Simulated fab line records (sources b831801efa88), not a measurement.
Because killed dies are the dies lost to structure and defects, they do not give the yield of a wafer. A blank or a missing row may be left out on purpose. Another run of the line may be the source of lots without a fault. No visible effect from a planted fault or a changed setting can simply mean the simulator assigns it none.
A struck lot beside a sound one	flow gf180mcu	43 steps out of a route of 602
Sound: these wafers, L313.3, L313.4, L313.6. The struck wafers were L329.2, L329.3, L329.4. The cause is given at the end.
At each step with rows: each side's tool, then ch and its chambers, then its first start. Under that, the readings that differ: sound wafers	struck wafers	difference of the means	sigmas: that difference in standard deviations of wafers without a fault.
alike: readings whose means differ by less than 2 such deviations, and words and numbers that are the same on both sides. not compared: withheld readings, readings that some wafer has no value for, bounds like >300 that may hide the same value, and numbers for which the record gives no deviation and whose values overlap.
Wherever a step has rows on one side only, a row that says differs or no value, or a row with sigmas, the two part there. Numbers that don't overlap but have no deviation are shown without sigmas and don't part them. Lack of a reading on every wafer of one side parts them only where that side has two or more wafers.

first, 1 step without rows for these wafers: GF_VT_IMPLANT_IMPLANT_19.
GF_VT_IMPLANT_STRIP_20: strips in O2/N2.
  sound on plasma-asher-01 ch 0,1, day 6 09:27; struck on plasma-asher-03 ch 0,1, day 10 19:39
reading	sound	struck	difference	sigmas
strip-time-to-endpoint-s (s)	12.68 12.67 12.66	12.62 12.59 12.58	-0.07	-2
  alike: drypump-motor-current-A, heater-power-w, oes-product-au
  not compared: rf-hours-counter-h
GF_VT_IMPLANT_TW_MEAS_21:
  struck on film-metro-04, day 10 19:46; sound on film-metro-04, day 6 09:32
  alike: VT_IMPLANT_2_TW
then, 7 steps without rows for these wafers: GF_VT_IMPLANT_DEHYDRATE_22 (time 60 s); GF_VT_IMPLANT_HMDS_23 (prime time 60 s); GF_VT_IMPLANT_COAT_24 (resist thk 1000 nm); GF_VT_IMPLANT_SOFTBAKE_25 (time 60 s); GF_VT_IMPLANT_EXPOSE_26 (exposes mask LVPWELL HV AREA, target cd 860 nm); GF_VT_IMPLANT_PEB_27; GF_VT_IMPLANT_DEVELOP_28 (develop time 60 s).
GF_VT_IMPLANT_OVL_MEAS_29:
  struck on overlay-02, day 11 14:41; sound on overlay-01, day 7 01:04
  alike: VT_IMPLANT_02_OVL
following that, these wafers have no rows for 1 step: GF_VT_IMPLANT_IMPLANT_30.
GF_VT_IMPLANT_STRIP_31: strips in O2/N2.
  sound on plasma-asher-03 ch 0,1, day 7 01:17; struck on plasma-asher-02 ch 0,1, day 11 14:52
  alike: drypump-motor-current-A, heater-power-w, oes-product-au, strip-time-to-endpoint-s
  not compared: rf-hours-counter-h
GF_VT_IMPLANT_TW_MEAS_32:
  struck on film-metro-03, day 11 14:58; sound on film-metro-02, day 7 01:22
reading	sound	struck	difference	sigmas
VT_IMPLANT_3_TW	265.0 266.5 265.0	270.3 271.5 271.3	+5.5	+3
then, 7 steps without rows for these wafers: GF_VT_IMPLANT_DEHYDRATE_33 (time 60 s); GF_VT_IMPLANT_HMDS_34 (prime time 60 s); GF_VT_IMPLANT_COAT_35 (resist thk 1000 nm); GF_VT_IMPLANT_SOFTBAKE_36 (time 60 s); GF_VT_IMPLANT_EXPOSE_37 (exposes mask Nwell HV AREA, target cd 860 nm); GF_VT_IMPLANT_PEB_38; GF_VT_IMPLANT_DEVELOP_39 (develop time 60 s).
GF_VT_IMPLANT_OVL_MEAS_40:
  struck on overlay-01, day 12 10:08; sound on overlay-01, day 7 17:19
  alike: VT_IMPLANT_03_OVL
following that, these wafers have no rows for 1 step: GF_VT_IMPLANT_IMPLANT_41.
GF_VT_IMPLANT_STRIP_42: strips in O2/N2.
  sound on plasma-asher-03 ch 0,1, day 7 17:32; struck on plasma-asher-01 ch 0,1, day 12 10:19
  alike: drypump-motor-current-A, heater-power-w, oes-product-au, strip-time-to-endpoint-s
  not compared: rf-hours-counter-h
GF_VT_IMPLANT_TW_MEAS_43:
  struck on film-metro-02, day 12 10:25; sound on film-metro-02, day 7 17:37
  alike: VT_IMPLANT_4_TW
then, 1 step without rows for these wafers: GF_VT_IMPLANT_CLEAN_44 (cleans in SC1/SC2, time 150 s).
GF_VT_IMPLANT_RTA_45: time 30 s.
  sound on rtp-anneal-02 ch 0, day 7 17:44; struck on rtp-anneal-02 ch 0, day 12 10:32
  alike: lamp-power-pct, wafer_temp_C_max
GF_VT_IMPLANT_RS_MEAS_46: a four-point-probe measurement.
  struck on film-metro-04, day 12 10:38; sound on film-metro-01, day 7 17:51
reading	sound	struck	difference	sigmas
MVSD_RS (ohm/sq)	457.4 456.7 457.2	460.2 460.7 460.2	+3.3	+3
GF_VT_IMPLANT_RS_MEAS_47: a four-point-probe measurement.
  struck on film-metro-04, day 12 10:46; sound on film-metro-01, day 7 17:58
  alike: NWELL_RS
GF_VT_IMPLANT_RS_MEAS_48: a four-point-probe measurement.
  struck on film-metro-04, day 12 10:53; sound on film-metro-01, day 7 18:05
reading	sound	struck	difference	sigmas
LVPWELL_RS (ohm/sq)	1194 1194 1192	1206 1207 1202	+12	+4
GF_VT_IMPLANT_RS_MEAS_49: a four-point-probe measurement.
  struck on film-metro-04, day 12 11:00; sound on film-metro-01, day 7 18:13
  alike: MVPSD_RS
then, 4 steps without rows for these wafers: GF_VT_IMPLANT_WET_ETCH_50 (etches SiO2 in dHF, target depth 20 nm, time 386.5 s); GF_DUAL_GATE_CLEAN_00 (cleans in SC1/SC2, time 150 s); GF_DUAL_GATE_CLEAN_01 (cleans in dHF, time 20 s); GF_DUAL_GATE_OXIDATION_02 (stabilise 600 s, purge 300 s, target thk 10.887 nm).
GF_DUAL_GATE_THK_MEAS_03:
  struck on film-metro-03, day 12 12:46; sound on film-metro-02, day 7 20:03
  alike: DUAL_GATE_OXIDATION_00_THK
then, 6 steps without rows for these wafers: GF_DUAL_GATE_DEHYDRATE_04 (time 60 s); GF_DUAL_GATE_HMDS_05 (prime time 60 s); GF_DUAL_GATE_COAT_06 (resist thk 1000 nm); GF_DUAL_GATE_SOFTBAKE_07 (time 60 s); GF_DUAL_GATE_EXPOSE_08 (exposes mask Dualgate, target cd 700 nm); GF_DUAL_GATE_PEB_09.
-- the record jumps here: 21 days lie between the struck wafers' starts before and after (it left off in module DUAL_GATE and takes up again in module PASSIVATION, whose first step shown is number 602 of the route) --
GF_PASSIVATION_PROBE_99:
  record: rows for the struck wafers here (prober-02, day 34 00:14), none for the sound ones

## WHERE THEY PART
Last at GF_PASSIVATION_PROBE_99 as far as this record goes, first at GF_VT_IMPLANT_STRIP_20.

WHY: what the simulator had put in
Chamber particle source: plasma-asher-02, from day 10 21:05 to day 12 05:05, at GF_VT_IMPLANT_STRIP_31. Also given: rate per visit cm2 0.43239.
